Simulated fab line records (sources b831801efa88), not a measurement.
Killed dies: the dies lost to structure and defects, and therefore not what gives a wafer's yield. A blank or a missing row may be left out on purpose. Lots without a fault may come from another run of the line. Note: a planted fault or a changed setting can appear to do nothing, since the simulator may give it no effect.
fab line records	flow sky130
[record] lots = 15	wafers = 45	last-day = 50
route steps=708 shown VT_ADJUST_HVTP@95 VT_ADJUST_HVTR@141 SONOS_ONO@173 POLY_GATE@229
lots that met no fault: from a run of the same line without faults
start-h: start of the lot's first displayed wafer, in hours after the record's first day	wait-h: how many hours have passed since the lot's step before this one	" same as the row above	L1.1+2: a row that stands for several wafers	- either no value or no given start	* or withheld: withheld	< > ~ a bound
route shown NAME@n: a module of which the file shows steps, and the number in the route of the first	usual: the fault-free wafers' mean and standard deviation	same: alike in all rows	chamber/n: place in a boat	sites: each site's reading	_std_site: how widely they spread, as a standard deviation	_edge_site: the outer-site mean with the inner-site mean subtracted	radius-mm: for every site, how far away it sits from the centre of the wafer	mask NAME#n: copy n	behind: the last tool/chamber to shape the wafer	hold: cause of the lot's hold/its duration in hours/its outcome	device: the transistor (n, p or np) that didn't switch	end of line: the same wafers' tests at the end of the route	where a step has no rows: the recipe by itself	killed: the dies lost at the first sort to structure and to defects; this is not the yield of the wafer	map: a wafer's dies, marking killed ones x, the rest . and places with no die _
set.NAME: setting as actually run; set.NAME@STEP: the setting as run at that earlier step	model.NAME: the simulator's own value behind a step, which no gauge read
a sample of lots followed through the steps of the route, with each step as a table and each wafer as a row
services: from which hour (start-h, from the record's first day; less than 0 if before it) a tool's chamber was out of use, for how many hours, and why
[[steps]]
[step SKY_VT_ADJUST_HVTP_STRIP_10]
[recipe] chemistry = O2/N2	power-w = 1400	pressure-mtorr = 1500	platen-temp-c = withheld	o2-flow-sccm = 3000	n2-flow-sccm = 300	overash-fraction = 0.5
[usual] drypump-motor-current-A = 5.7/0.37	oes-product-au = 0.716/0.0043	strip-time-to-endpoint-s = 14.17/0.04
lot.wafer	tool	chamber	start-h	wait-h	drypump-motor-current-A	oes-product-au	rf-hours-counter-h	strip-time-to-endpoint-s
L325.1	plasma-asher-03	1	121.40	0.1	5.7	0.717	45	14.13
L325.2	"	0	"	"	6.1	0.714	45	14.14
L325.4	"	0	"	"	6.1	0.721	-	14.19
L326.3	plasma-asher-03	1	127.07	0.1	5.7	0.715	-	14.22
L326.5	"	0	"	"	6.2	0.713	-	14.21
L326.6	"	1	"	"	5.7	0.719	-	14.19
L327.1	plasma-asher-02	0	133.39	0.1	5.3	0.709	0	14.18
L327.2	"	1	"	"	5.9	0.718	0	14.20
L327.5	"	0	"	"	5.3	0.721	-	14.16
L328.2	plasma-asher-02	0	137.09	0.1	5.3	0.713	0	14.16
L328.3	"	0	"	"	5.3	0.718	-	14.18
L328.6	"	0	"	"	5.3	0.725	-	14.16
L331.2	plasma-asher-04	1	158.04	0.1	5.0	0.717	46	14.23
L331.4	"	0	"	"	5.9	0.715	-	14.15
L331.6	"	1	"	"	5.0	0.719	-	14.14
L333.1	plasma-asher-02	0	172.85	0.1	5.3	0.716	4	14.15
L333.3	"	0	"	"	5.3	0.710	-	14.21
L333.5	"	1	"	"	5.9	0.717	-	14.19
L334.2	plasma-asher-02	1	187.60	0.1	5.9	0.721	5	14.13
L334.3	"	1	"	"	5.9	0.712	-	14.07
L334.4	"	0	"	"	5.3	0.711	-	14.14
L336.3	plasma-asher-02	0	191.83	0.1	5.3	0.718	-	14.20
L336.4	"	1	"	"	5.9	0.715	-	14.18
L336.5	"	0	"	"	5.3	0.719	-	14.23
L335.2	plasma-asher-04	0	193.30	0.1	5.9	0.715	49	14.17
L335.5	"	1	"	"	5.0	0.716	-	14.13
L335.6	"	0	"	"	5.9	0.723	-	14.18
L338.1	plasma-asher-03	1	221.00	0.1	5.7	0.705	55	14.13
L338.2	"	0	"	"	6.2	0.713	55	14.16
L338.3	"	0	"	"	6.2	0.717	-	14.16
L339.3	plasma-asher-03	0	230.98	0.1	6.2	0.721	-	14.17
L339.5	"	0	"	"	6.2	0.719	-	14.23
L339.6	"	1	"	"	5.7	0.721	-	14.25
L341.1	plasma-asher-02	0	233.45	0.1	5.3	0.713	11	14.15
L341.4	"	1	"	"	5.9	0.718	-	14.20
L341.5	"	1	"	"	5.9	0.717	-	14.19
L340.3	plasma-asher-02	0	234.38	0.1	5.3	0.717	-	14.20
L340.5	"	1	"	"	5.9	0.711	-	14.16
L340.6	"	0	"	"	5.3	0.712	-	14.16
L342.2	plasma-asher-02	1	239.70	0.1	5.9	0.718	12	14.14
L342.4	"	1	"	"	5.9	0.723	-	14.17
L342.5	"	1	"	"	5.9	0.721	-	14.17
L348.1	plasma-asher-03	1	277.00	0.1	5.8	0.714	62	14.24
L348.2	"	0	"	"	6.2	0.716	62	14.18
L348.5	"	1	"	"	5.8	0.717	-	14.15
[step SKY_VT_ADJUST_HVTR_STRIP_10]
[recipe] chemistry = O2/N2	power-w = 1400	pressure-mtorr = 1500	platen-temp-c = withheld	o2-flow-sccm = 3000	n2-flow-sccm = 300	overash-fraction = 0.5
[usual] drypump-motor-current-A = 5.6/0.43	oes-product-au = 0.716/0.0044	strip-time-to-endpoint-s = 14.175/0.029
lot.wafer	tool	chamber	start-h	wait-h	drypump-motor-current-A	oes-product-au	rf-hours-counter-h	strip-time-to-endpoint-s
L325.1	plasma-asher-01	0	200.45	0.1	5.9	0.720	40	14.172
L325.2	"	1	"	"	5.1	0.707	40	14.118
L325.4	"	0	"	"	5.9	0.714	-	14.185
L326.3	plasma-asher-01	1	207.31	0.2	5.1	0.712	-	14.174
L326.5	"	1	"	"	5.1	0.709	-	14.177
L326.6	"	0	"	"	5.9	0.715	-	14.161
L327.1	plasma-asher-01	0	214.35	0.1	5.9	0.719	41	14.124
L327.2	"	1	"	"	5.1	0.719	41	14.189
L327.5	"	0	"	"	5.9	0.719	-	14.165
L328.2	plasma-asher-01	0	218.68	0.1	5.9	0.721	42	14.188
L328.3	"	0	"	"	5.9	0.719	-	14.190
L328.6	"	1	"	"	5.1	0.725	-	14.185
L331.2	plasma-asher-03	0	243.65	0.1	6.2	0.722	58	14.142
L331.4	"	0	"	"	6.2	0.716	-	14.134
L331.6	"	1	"	"	5.7	0.715	-	14.136
L333.1	plasma-asher-01	1	260.75	0.1	5.1	0.717	47	14.209
L333.3	"	0	"	"	5.9	0.712	-	14.200
L333.5	"	0	"	"	5.9	0.714	-	14.177
L334.2	plasma-asher-04	1	277.90	0.1	5.0	0.713	53	14.131
L334.3	"	1	"	"	5.0	0.717	-	14.197
L334.4	"	0	"	"	6.0	0.720	-	14.214
L336.3	plasma-asher-01	0	282.26	0.1	5.9	0.718	-	14.176
L336.4	"	1	"	"	5.1	0.718	-	14.171
L336.5	"	0	"	"	5.9	0.704	-	14.157
L335.2	plasma-asher-03	1	284.38	0.1	5.7	0.717	62	14.180
L335.5	"	1	"	"	5.7	0.716	-	14.197
L335.6	"	0	"	"	6.1	0.720	-	14.120
L338.1	plasma-asher-01	0	318.25	0.1	5.9	0.716	52	14.150
L338.2	"	1	"	"	5.1	0.716	52	14.191
L338.3	"	0	"	"	5.9	0.713	-	14.181
L339.3	plasma-asher-01	1	329.87	0.1	5.1	0.722	-	14.176
L339.5	"	1	"	"	5.1	0.717	-	14.157
L339.6	"	0	"	"	5.9	0.710	-	14.121
L341.1	plasma-asher-03	1	332.80	0.1	5.7	0.710	67	14.199
L341.4	"	1	"	"	5.7	0.721	-	14.192
L341.5	"	0	"	"	6.2	0.716	-	14.185
L340.3	plasma-asher-03	0	333.78	0.1	6.2	0.716	-	14.192
L340.5	"	0	"	"	6.2	0.723	-	14.163
L340.6	"	1	"	"	5.7	0.710	-	14.193
L342.2	plasma-asher-04	0	338.93	0.1	5.9	0.719	58	14.174
L342.4	"	0	"	"	5.9	0.721	-	14.189
L342.5	"	0	"	"	5.9	0.717	-	14.169
L348.1	plasma-asher-03	1	381.89	0.1	5.7	0.708	72	14.208
L348.2	"	0	"	"	6.2	0.717	72	14.187
L348.5	"	0	"	"	6.2	0.713	-	14.183
[step SKY_SONOS_ONO_THK_MEAS_05]
[recipe] reads = SiO2_of_SONOS_ONO_CVD_04
[usual] SONOS_ONO_CVD_04_THK = 5.70/0.1
lot.wafer	tool	chamber	start-h	wait-h	SONOS_ONO_CVD_04_THK[nm]
L325.1	film-metro-02	-	249.25	0.0	5.68
L325.2	"	-	"	"	5.64
L325.4	"	-	"	"	5.54
L326.3	film-metro-02	-	257.50	0.0	5.57
L326.5	"	-	"	"	5.62
L326.6	"	-	"	"	5.80
L327.1	film-metro-03	-	267.01	0.0	5.62
L327.2	"	-	"	"	5.61
L327.5	"	-	"	"	5.46
L328.2	film-metro-01	-	272.06	0.0	5.80
L328.3	"	-	"	"	5.79
L328.6	"	-	"	"	5.91
L331.2	film-metro-03	-	299.22	0.0	5.68
L331.4	"	-	"	"	5.61
L331.6	"	-	"	"	5.54
L333.1	film-metro-03	-	317.66	0.0	5.72
L333.3	"	-	"	"	5.75
L333.5	"	-	"	"	5.72
L334.2	film-metro-03	-	335.05	0.0	5.75
L334.3	"	-	"	"	5.75
L334.4	"	-	"	"	5.69
L335.2	film-metro-03	-	342.29	0.0	5.65
L335.5	"	-	"	"	5.68
L335.6	"	-	"	"	5.69
L336.3	film-metro-01	-	342.30	0.0	5.64
L336.4	"	-	"	"	5.76
L336.5	"	-	"	"	5.56
L338.1	film-metro-01	-	380.78	0.0	5.67
L338.2	"	-	"	"	5.51
L338.3	"	-	"	"	5.56
L339.3	film-metro-01	-	394.67	0.0	5.83
L339.5	"	-	"	"	5.91
L339.6	"	-	"	"	5.85
L341.1	film-metro-02	-	396.52	0.0	5.58
L341.4	"	-	"	"	5.61
L341.5	"	-	"	"	5.67
L340.3	film-metro-01	-	396.54	0.0	5.69
L340.5	"	-	"	"	5.68
L340.6	"	-	"	"	5.69
L342.2	film-metro-02	-	399.50	0.0	5.69
L342.4	"	-	"	"	5.59
L342.5	"	-	"	"	5.53
L348.1	film-metro-02	-	459.95	0.0	5.70
L348.2	"	-	"	"	5.78
L348.5	"	-	"	"	5.71
[step SKY_POLY_GATE_ETCH_15]
[recipe] chemistry = N2/H2	target = BARC	ion-energy-ev = 200	source-w = 500	bias-w = 100	pressure-mtorr = 30	n2-flow-sccm = 100	h2-flow-sccm = 200	stop-on = SiO2	time-s = 118.5	target-depth-a = 1100
[usual] bias-w = 100.02/0.28	chamber-pressure-mTorr = 30.002/0.022	drypump-motor-current-A = 5.9/0.43	oes-product-au = 0.715/0.0046	throttle-valve-pct = 13.213/0.0091	time-s = 118.5/0
lot.wafer	tool	chamber	start-h	wait-h	bias-w	chamber-pressure-mTorr	drypump-motor-current-A	oes-product-au	rf-hours-counter-h	throttle-valve-pct	time-s
L325.1	rie-diel-03	0	357.74	0.0	99.62	30.005	5.1	0.723	4	13.212	118.5
L325.2	"	2	"	"	100.02	29.987	5.6	0.723	12	13.218	118.5
L325.4	"	3	"	"	100.29	30.017	5.9	0.715	3	13.203	118.5
L326.3	rie-diel-02	3	372.13	0.0	99.64	30.056	6.3	0.709	99	13.197	118.5
L326.5	"	2	"	"	99.69	29.960	6.0	0.711	-	13.211	118.5
L326.6	"	1	"	"	99.93	30.030	6.2	0.718	-	13.225	118.5
L327.1	rie-diel-02	1	380.80	0.0	100.09	30.011	6.2	0.715	110	13.213	118.5
L327.2	"	0	"	"	100.33	29.969	6.3	0.715	75	13.222	118.5
L327.5	"	3	"	"	99.70	30.010	6.3	0.708	-	13.221	118.5
L328.2	rie-diel-03	3	387.73	0.0	100.73	30.020	5.9	0.715	3	13.196	118.5
L328.3	"	0	"	"	99.71	30.018	5.1	0.719	4	13.215	118.5
L328.6	"	0	"	"	99.48	30.004	5.1	0.716	-	13.213	118.5
L331.2	rie-diel-02	0	420.69	0.0	100.34	30.003	6.3	0.715	76	13.212	118.5
L331.4	"	3	"	"	99.86	30.004	6.3	0.718	-	13.214	118.5
L331.6	"	0	"	"	100.32	30.006	6.3	0.715	-	13.204	118.5
L333.1	rie-diel-01	2	438.29	0.0	99.47	30.007	5.8	0.723	7	13.206	118.5
L333.3	"	1	"	"	99.64	29.994	6.6	0.709	6	13.212	118.5
L333.5	"	1	"	"	99.39	29.990	6.5	0.708	-	13.207	118.5
L334.2	rie-diel-02	1	460.80	0.0	99.95	29.995	6.2	0.708	1	13.214	118.5
L334.3	"	0	"	"	99.71	30.016	6.3	0.718	77	13.210	118.5
L334.4	"	3	"	"	100.04	30.056	6.3	0.706	0	13.208	118.5
L336.3	rie-diel-03	1	467.34	0.0	99.87	29.998	5.4	0.719	14	13.210	118.5
L336.4	"	0	"	"	99.81	30.013	5.1	0.719	6	13.218	118.5
L336.5	"	0	"	"	99.69	30.043	5.1	0.715	-	13.204	118.5
L335.2	rie-diel-01	3	468.59	0.0	100.44	29.971	6.7	0.715	86	13.212	118.5
L335.5	"	3	"	"	99.84	29.964	6.6	0.717	-	13.207	118.5
L335.6	"	1	"	"	99.94	30.016	6.6	0.720	-	13.224	118.5
L338.1	rie-diel-03	3	508.73	0.0	-	-	-	-	-	-	-
L338.2	"	2	"	"	-	-	-	-	-	-	-
L338.3	"	1	"	"	-	-	-	-	-	-	-
L339.3	rie-diel-03	3	522.19	0.0	-	-	-	-	-	-	-
L339.5	"	1	"	"	-	-	-	-	-	-	-
L339.6	"	2	"	"	-	-	-	-	-	-	-
L340.3	rie-diel-03	0	525.33	0.0	-	-	-	-	-	-	-
L340.5	"	0	"	"	-	-	-	-	-	-	-
L340.6	"	3	"	"	-	-	-	-	-	-	-
L341.1	rie-diel-01	3	526.33	0.0	100.09	30.009	6.6	0.714	87	13.215	118.5
L341.4	"	1	"	"	100.27	29.980	6.5	0.712	7	13.221	118.5
L341.5	"	0	"	"	100.26	30.025	5.5	0.710	-	13.221	118.5
L342.2	rie-diel-03	2	528.68	0.0	100.17	30.035	5.6	0.715	15	13.207	118.5
L342.4	"	1	"	"	99.90	30.011	5.4	0.720	15	13.203	118.5
L342.5	"	3	"	"	100.29	29.983	5.9	0.715	-	13.196	118.5
L348.1	rie-diel-03	0	585.68	0.0	100.04	30.009	5.2	0.708	8	13.210	118.5
L348.2	"	2	"	"	100.19	29.994	5.6	0.715	16	13.208	118.5
L348.5	"	0	"	"	100.27	30.040	5.1	0.723	-	13.203	118.5
[step SKY_POLY_GATE_ETCH_16]
[recipe] stop-on = poly-Si	chemistry = CH3F/O2	target = Si3N4	source-w = 400	bias-w = 76.98	pressure-mtorr = 25	ch3f-flow-sccm = 40	O2_flow_sccm = 30	time-s = 147.5	target-depth-a = 750
[usual] O2_flow_sccm = 29.99/0.092	bias-w = 76.97/0.22	drypump-motor-current-A = 5.9/0.43	oes-product-au = 0.641/0.0048	throttle-valve-pct = 10.534/0.0093
[same] time-s = 147.5
lot.wafer	tool	chamber	start-h	wait-h	O2_flow_sccm	bias-w	drypump-motor-current-A	oes-product-au	rf-hours-counter-h	throttle-valve-pct
L325.1	rie-diel-03	0	357.82	0.0	29.93	77.04	5.2	0.636	4	10.543
L325.2	"	2	"	"	30.00	76.86	5.6	0.639	12	10.527
L325.4	"	3	"	"	30.06	77.26	5.9	0.639	3	10.534
L326.3	rie-diel-02	3	372.21	0.0	30.00	76.55	6.3	0.645	99	10.522
L326.5	"	2	"	"	29.95	77.11	5.9	0.644	-	10.521
L326.6	"	1	"	"	30.08	77.24	6.1	0.633	-	10.523
L327.1	rie-diel-02	1	380.88	0.0	29.97	76.77	6.2	0.637	110	10.545
L327.2	"	0	"	"	30.11	76.85	6.3	0.636	76	10.544
L327.5	"	3	"	"	30.05	76.89	6.3	0.640	-	10.532
L328.2	rie-diel-03	3	387.81	0.0	30.02	77.01	5.8	0.639	3	10.536
L328.3	"	0	"	"	30.33	76.81	5.1	0.638	4	10.531
L328.6	"	0	"	"	30.26	76.61	5.1	0.643	-	10.551
L331.2	rie-diel-02	0	420.77	0.0	30.17	76.64	6.3	0.640	76	10.533
L331.4	"	3	"	"	29.96	76.94	6.3	0.638	-	10.522
L331.6	"	0	"	"	30.13	77.18	6.3	0.640	-	10.538
L333.1	rie-diel-01	2	438.37	0.0	30.00	76.98	5.7	0.648	7	10.520
L333.3	"	1	"	"	29.89	77.23	6.5	0.644	6	10.531
L333.5	"	1	"	"	30.14	77.00	6.5	0.650	-	10.541
L334.2	rie-diel-02	1	460.88	0.0	29.99	77.02	6.2	0.646	1	10.532
L334.3	"	0	"	"	30.02	76.93	6.3	0.637	77	10.553
L334.4	"	3	"	"	29.92	76.80	6.3	0.637	0	10.548
L336.3	rie-diel-03	1	467.42	0.0	29.98	76.93	5.3	0.638	14	10.540
L336.4	"	0	"	"	29.85	76.72	5.2	0.634	6	10.530
L336.5	"	0	"	"	30.02	77.02	5.2	0.634	-	10.559
L335.2	rie-diel-01	3	468.67	0.0	29.81	77.26	6.6	0.641	86	10.523
L335.5	"	3	"	"	29.85	76.72	6.6	0.637	-	10.542
L335.6	"	1	"	"	30.02	77.25	6.5	0.640	-	10.526
L338.1	rie-diel-03	3	508.81	0.0	30.02	76.95	5.9	0.378	5	10.494
L338.2	"	2	"	"	29.98	77.08	5.6	0.376	14	10.487
L338.3	"	1	"	"	30.03	76.79	5.3	0.370	15	10.493
L339.3	rie-diel-03	3	522.27	0.0	30.09	76.90	5.9	0.377	6	10.509
L339.5	"	1	"	"	29.94	77.33	5.4	0.373	-	10.502
L339.6	"	2	"	"	29.93	77.06	5.6	0.368	-	10.518
L340.3	rie-diel-03	0	525.42	0.0	30.06	77.00	5.1	0.375	7	10.496
L340.5	"	0	"	"	29.99	77.10	5.1	0.375	-	10.498
L340.6	"	3	"	"	30.07	77.02	5.9	0.375	-	10.511
L341.1	rie-diel-01	3	526.41	0.0	29.86	76.92	6.6	0.636	87	10.529
L341.4	"	1	"	"	29.97	77.01	6.5	0.637	8	10.538
L341.5	"	0	"	"	30.13	77.27	5.6	0.648	-	10.521
L342.2	rie-diel-03	2	528.76	0.0	29.97	77.14	5.6	0.641	15	10.533
L342.4	"	1	"	"	30.09	76.66	5.4	0.642	15	10.545
L342.5	"	3	"	"	30.04	77.00	5.8	0.636	-	10.530
L348.1	rie-diel-03	0	585.76	0.0	30.13	77.12	5.2	0.634	8	10.508
L348.2	"	2	"	"	30.00	77.31	5.6	0.643	16	10.537
L348.5	"	0	"	"	30.09	77.15	5.1	0.646	-	10.531
[step SKY_POLY_GATE_ETCH_17]
[recipe] target-depth-nm = 180	stop-on = SiO2	over-etch-frac = 0.56667	chemistry = HBr/Cl2	target = poly-Si	icp-w = 400	bias-w = 100	pressure-mtorr = 10	HBr_flow_sccm = 150	Cl2_flow_sccm = 50	time-s = 70.5
[usual] HBr_flow_sccm = 150.0/0.47	bias-w = 99.96/0.3	drypump-motor-current-A = 5.4/0.41	oes-product-au = 0.988/0.0069	throttle-valve-pct = 33.686/0.01
[same] time-s = 70.5
lot.wafer	tool	chamber	start-h	wait-h	HBr_flow_sccm	bias-w	drypump-motor-current-A	oes-product-au	rf-hours-counter-h	throttle-valve-pct
L325.1	rie-si-02	0	357.92	0.0	150.4	100.00	5.7	0.982	54	33.676
L325.2	"	2	"	"	150.3	100.03	5.7	0.974	25	33.680
L325.4	"	0	"	"	149.9	99.83	5.7	0.974	-	33.687
L326.3	rie-si-02	2	372.31	0.0	149.7	100.13	5.7	0.984	25	33.683
L326.5	"	0	"	"	149.1	100.22	5.7	0.999	-	33.701
L326.6	"	2	"	"	150.1	99.85	5.7	0.982	-	33.698
L327.1	rie-si-01	3	380.98	0.0	149.5	99.91	6.0	0.993	76	33.679
L327.2	"	1	"	"	149.8	99.85	5.5	0.989	2	33.667
L327.5	"	3	"	"	150.2	100.13	6.0	0.981	-	33.695
L328.2	rie-si-01	0	387.91	0.0	150.4	100.18	4.8	0.989	5	33.709
L328.3	"	2	"	"	149.8	100.58	5.1	0.992	41	33.693
L328.6	"	1	"	"	150.2	99.94	5.5	0.977	-	33.683
L331.2	rie-si-02	0	420.87	0.0	150.1	99.52	5.7	0.985	55	33.691
L331.4	"	2	"	"	150.1	99.56	5.7	0.996	25	33.697
L331.6	"	2	"	"	150.6	99.71	5.7	0.993	-	33.680
L333.1	rie-si-01	2	438.47	0.0	149.9	99.43	5.1	0.984	41	33.683
L333.3	"	0	"	"	149.7	99.76	4.8	0.981	5	33.698
L333.5	"	2	"	"	150.2	99.65	5.1	0.987	-	33.685
L334.2	rie-si-02	0	460.98	0.0	149.4	100.04	5.7	0.985	55	33.680
L334.3	"	1	"	"	151.2	100.13	5.0	0.980	7	33.673
L334.4	"	2	"	"	149.4	99.88	5.7	0.978	26	33.687
L336.3	rie-si-02	1	467.52	0.0	150.5	100.13	5.0	0.978	7	33.684
L336.4	"	0	"	"	149.8	99.98	5.7	0.990	55	33.669
L336.5	"	0	"	"	150.7	100.18	5.7	0.999	-	33.693
L335.2	rie-si-01	3	468.77	0.0	150.9	99.47	6.0	0.997	0	33.684
L335.5	"	3	"	"	150.3	100.03	6.0	0.981	-	33.669
L335.6	"	0	"	"	150.4	99.75	4.8	0.983	-	33.687
L338.1	rie-si-01	0	508.91	0.0	150.1	99.74	4.8	0.271	6	33.700
L338.2	"	2	"	"	149.7	99.72	5.1	0.275	42	33.665
L338.3	"	3	"	"	150.2	99.46	6.0	0.266	0	33.706
L339.3	rie-si-02	1	522.37	0.0	150.4	99.95	5.0	0.270	7	33.681
L339.5	"	1	"	"	150.6	100.00	5.0	0.270	-	33.682
L339.6	"	2	"	"	149.6	99.86	5.8	0.271	-	33.681
L340.3	rie-si-01	3	525.52	0.0	150.8	99.99	6.0	0.276	0	33.679
L340.5	"	0	"	"	149.7	100.14	4.8	0.269	-	33.682
L340.6	"	1	"	"	150.7	99.74	5.5	0.278	-	33.698
L341.1	rie-si-02	0	526.51	0.0	149.3	99.94	5.7	0.987	0	33.690
L341.4	"	1	"	"	149.7	100.10	5.0	0.986	7	33.697
L341.5	"	0	"	"	149.4	100.08	5.7	0.995	-	33.726
L342.2	rie-si-01	0	528.86	0.0	149.6	99.55	4.8	1.002	6	33.697
L342.4	"	1	"	"	150.5	100.38	5.5	0.984	3	33.689
L342.5	"	3	"	"	149.4	100.26	6.0	0.985	-	33.691
L348.1	rie-si-01	1	585.86	0.0	150.1	99.69	5.5	0.989	3	33.703
L348.2	"	2	"	"	149.7	100.17	5.1	0.997	0	33.689
L348.5	"	0	"	"	150.6	99.70	4.8	0.992	-	33.699
[step SKY_POLY_GATE_CD_MEAS_22]
[usual] cd-nm = 148.8/2.8
lot.wafer	tool	chamber	start-h	wait-h	cd-nm
L325.1	cd-sem-01	-	359.43	0.1	148.6
L325.2	"	-	"	"	146.9
L325.4	"	-	"	"	146.7
L326.3	cd-sem-01	-	375.86	0.1	151.8
L326.5	"	-	"	"	148.5
L326.6	"	-	"	"	150.0
L327.1	cd-sem-01	-	385.85	0.1	150.3
L327.2	"	-	"	"	147.4
L327.5	"	-	"	"	152.1
L328.2	cd-sem-01	-	391.19	0.1	147.6
L328.3	"	-	"	"	149.9
L328.6	"	-	"	"	151.4
L331.2	cd-sem-01	-	422.43	0.1	145.4
L331.4	"	-	"	"	148.4
L331.6	"	-	"	"	146.3
L333.1	cd-sem-01	-	440.88	0.1	152.9
L333.3	"	-	"	"	151.9
L333.5	"	-	"	"	151.4
L334.2	cd-sem-02	-	463.81	0.1	150.1
L334.3	"	-	"	"	151.0
L334.4	"	-	"	"	150.9
L335.2	cd-sem-02	-	470.40	0.1	155.1
L335.5	"	-	"	"	154.2
L335.6	"	-	"	"	153.2
L336.3	cd-sem-01	-	470.43	0.1	146.4
L336.4	"	-	"	"	148.7
L336.5	"	-	"	"	146.7
L338.1	cd-sem-02	-	510.42	0.1	-
L338.2	"	-	"	"	-
L338.3	"	-	"	"	-
L339.3	cd-sem-01	-	523.94	0.1	-
L339.5	"	-	"	"	-
L339.6	"	-	"	"	-
L340.3	cd-sem-02	-	527.09	0.1	-
L340.5	"	-	"	"	-
L340.6	"	-	"	"	-
L341.1	cd-sem-01	-	528.28	0.1	153.4
L341.4	"	-	"	"	150.7
L341.5	"	-	"	"	149.8
L342.2	cd-sem-02	-	530.40	0.1	146.5
L342.4	"	-	"	"	150.1
L342.5	"	-	"	"	141.6
L348.1	cd-sem-01	-	587.42	0.1	151.3
L348.2	"	-	"	"	146.5
L348.5	"	-	"	"	149.7
[[services]]
tool	chamber	start-h	hours	kind
rie-diel-03	0	101.33	1.9	repair
plasma-asher-02	-	108.75	9.0	pm
plasma-asher-02	-	117.75	14.6	pm
plasma-asher-02	-	166.38	0.4	repair
rie-diel-02	3	173.13	4.7	repair
rie-si-01	-	185.94	28.1	pm
rie-diel-03	3	186.79	6.5	repair
rie-si-01	1	223.22	6.6	repair
plasma-asher-01	-	224.61	0.4	repair
rie-diel-03	-	244.18	2.8	pm
plasma-asher-01	-	253.28	0.7	repair
plasma-asher-01	-	261.76	4.7	repair
rie-diel-03	2	284.67	10.5	repair
rie-diel-03	1	305.83	15.6	repair
plasma-asher-03	-	311.88	2.7	repair
rie-diel-03	3	364.14	8.7	repair
rie-diel-03	2	376.04	12.3	repair
rie-diel-03	2	391.74	4.0	repair
plasma-asher-03	-	396.56	2.8	pm
rie-diel-03	-	399.23	0.7	repair
plasma-asher-03	-	519.62	1.0	repair
rie-diel-03	2	526.95	1.6	repair
plasma-asher-03	-	547.39	15.6	pm
rie-diel-03	0	554.90	5.5	repair
[[key]]
[first-sign] step = SKY_POLY_GATE_ETCH_15	reading = tool-record	direction = missing
[effect] step = SKY_POLY_GATE_ETCH_16	reading = oes-product-au	direction = down	sigmas = 56	usual = 0.641	struck = 0.374
[effect] step = SKY_POLY_GATE_ETCH_17	reading = oes-product-au	direction = down	sigmas = 99+	usual = 0.988	struck = 0.272
[effect] step = SKY_POLY_GATE_CD_MEAS_22	reading = cd-nm	direction = missing
met-at SKY_POLY_GATE_ETCH_15
struck-lots L338,L339,L340
later-rows-left-out L338.1,L338.2,L338.3,L339.3,L339.5,L339.6,L340.3,L340.5,L340.6
sort-left-out L338.1,L338.2,L338.3,L339.3,L339.5,L339.6,L340.3,L340.5,L340.6
tester-left-out L338,L339,L340
not-acting-at SKY_VT_ADJUST_HVTP_STRIP_10,SKY_VT_ADJUST_HVTR_STRIP_10,SKY_SONOS_ONO_THK_MEAS_05
onset-between 467.34 508.73
[fault] kind = skipped-step-whole	tool = rie-diel-03	chamber = -	onset-h = 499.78	steps = SKY_POLY_GATE_ETCH_15	scope = struck-lots-only
// tester-left-out: of these lots the tester's yield and bins aren't shown, on N5 and GAA mostly nor the transistor test; their killed dies are dies lost to structure and defects alone, not to doping, threshold or leakage, so they don't give the yield
// sort-left-out: the simulated sort isn't trusted on such a fault, so these wafers' sort isn't shown, and their yield isn't known
// later-rows-left-out: the simulator's readings of these wafers behind a module that went badly wrong aren't trusted and aren't shown, but for the sort
